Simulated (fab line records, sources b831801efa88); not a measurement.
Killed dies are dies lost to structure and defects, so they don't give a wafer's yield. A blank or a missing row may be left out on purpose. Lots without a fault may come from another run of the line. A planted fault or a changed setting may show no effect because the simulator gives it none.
Which tool did it? | flow sky130 | 15 lots, 45 wafers sampled, at 2 steps of a route of 708

WHAT THE GAUGES READ, wafer by wafer
The record holds no reading of a measuring or inspecting step that can be judged against a usual standard deviation.

WHICH TOOL RAN EACH LOT (tool, then ch and the chambers of the sampled wafers, then the start)
lot  | SKY_FIELD_ISO_OXIDATION_01   | SKY_NWELL_CLEAN_00
L260 | furnace-02 ch 0, day 1 10:27 | wet_bench-03 ch 2, day 2 09:22
L261 | furnace-01 ch 0, day 1 16:16 | wet_bench-04 ch 1, day 2 15:56
L262 | furnace-01 ch 0, day 1 20:38 | wet_bench-04 ch 1, day 2 21:48
L263 | furnace-01 ch 0, day 2 02:13 | wet_bench-01 ch 0, day 3 02:31
L265 | furnace-02 ch 0, day 2 12:19 | wet_bench-03 ch 3, day 3 12:38
L266 | furnace-02 ch 0, day 2 16:31 | wet_bench-04 ch 2, day 3 20:44
L268 | furnace-02 ch 0, day 3 02:49 | wet_bench-03 ch 0, day 4 05:23
L269 | furnace-02 ch 0, day 3 08:37 | wet_bench-03 ch 1, day 4 10:35
L271 | furnace-01, day 3 17:07      | -
L272 | furnace-02, day 3 22:45      | -
L273 | furnace-01, day 4 04:08      | -
L275 | furnace-01 ch 0, day 4 13:07 | wet_bench-04 ch 1, day 5 15:13
L281 | furnace-01 ch 0, day 5 19:46 | wet_bench-01 ch 3, day 7 01:11
L282 | furnace-02 ch 0, day 6 01:01 | wet_bench-03 ch 3, day 7 05:37
L283 | furnace-02 ch 0, day 6 08:11 | wet_bench-03 ch 3, day 7 11:13
- SKY_FIELD_ISO_OXIDATION_01: stabilise 600 s, purge 300 s, target thk 12 nm.
- SKY_NWELL_CLEAN_00: cleans in SC1/SC2, time 150 s.

WHAT THE TOOLS THEMSELVES READ (means of the sampled wafers that have a number; where no wafer has one, the mark that the record gives instead)
SKY_FIELD_ISO_OXIDATION_01. Usual: ox_temp_c 899.9 C, standard deviation 0.39; ox_temp_c_max 905.4, standard deviation 1.4; spike_tc_upper_C 900.0 C, standard deviation 1.3.
lot  | tool       | ox_temp_c (C) | ox_temp_c_max | spike_tc_upper_C (C) | flag
L260 | furnace-02 | 899.8         | 906.3         | 901.4                |
L261 | furnace-01 | 899.9         | 904.4         | 898.7                |
L262 | furnace-01 | 900.0         | 904.2         | 901.1                |
L263 | furnace-01 | 900.3         | 904.7         | 899.0                |
L265 | furnace-02 | 899.7         | 906.3         | 899.9                |
L266 | furnace-02 | 899.6         | 907.5         | 901.0                |
L268 | furnace-02 | 900.2         | 906.6         | 901.3                |
L269 | furnace-02 | 899.9         | 906.2         | 901.0                |
L271 | furnace-01 | -             | -             | -                    | OFF
L272 | furnace-02 | -             | -             | -                    | OFF
L273 | furnace-01 | -             | -             | -                    | OFF
L275 | furnace-01 | 900.0         | 904.6         | 899.4                |
L281 | furnace-01 | 899.9         | 904.3         | 899.0                |
L282 | furnace-02 | 899.6         | 905.9         | 901.0                |
L283 | furnace-02 | 899.7         | 905.9         | 900.6                |

THE ANSWER, worked out from the rows above alone
Rule: a lot is off if the mean of its wafers that have a number lies more than 3 standard deviations from the usual mean. A lot without any number at a reading at which 4 lots or more have one is off too. The other lots that the step has rows for count as sound. The gauges are gone through in route order, then the tools' own readings, and for those a lot's mean is taken as printed above. The first step at which some lot is off is used, and at that step the reading that is off furthest; a lot without a number counts as furthest.
Off: L271, L272, L273, at SKY_FIELD_ISO_OXIDATION_01 (ox_temp_c). Without a number there: L271, L272, L273.
A tool fits if, at that step or a process step before it, it ran every lot that is off, and no sound lot after the first of them. None of those tried fits.

WHAT THE SIMULATOR HAD PUT IN
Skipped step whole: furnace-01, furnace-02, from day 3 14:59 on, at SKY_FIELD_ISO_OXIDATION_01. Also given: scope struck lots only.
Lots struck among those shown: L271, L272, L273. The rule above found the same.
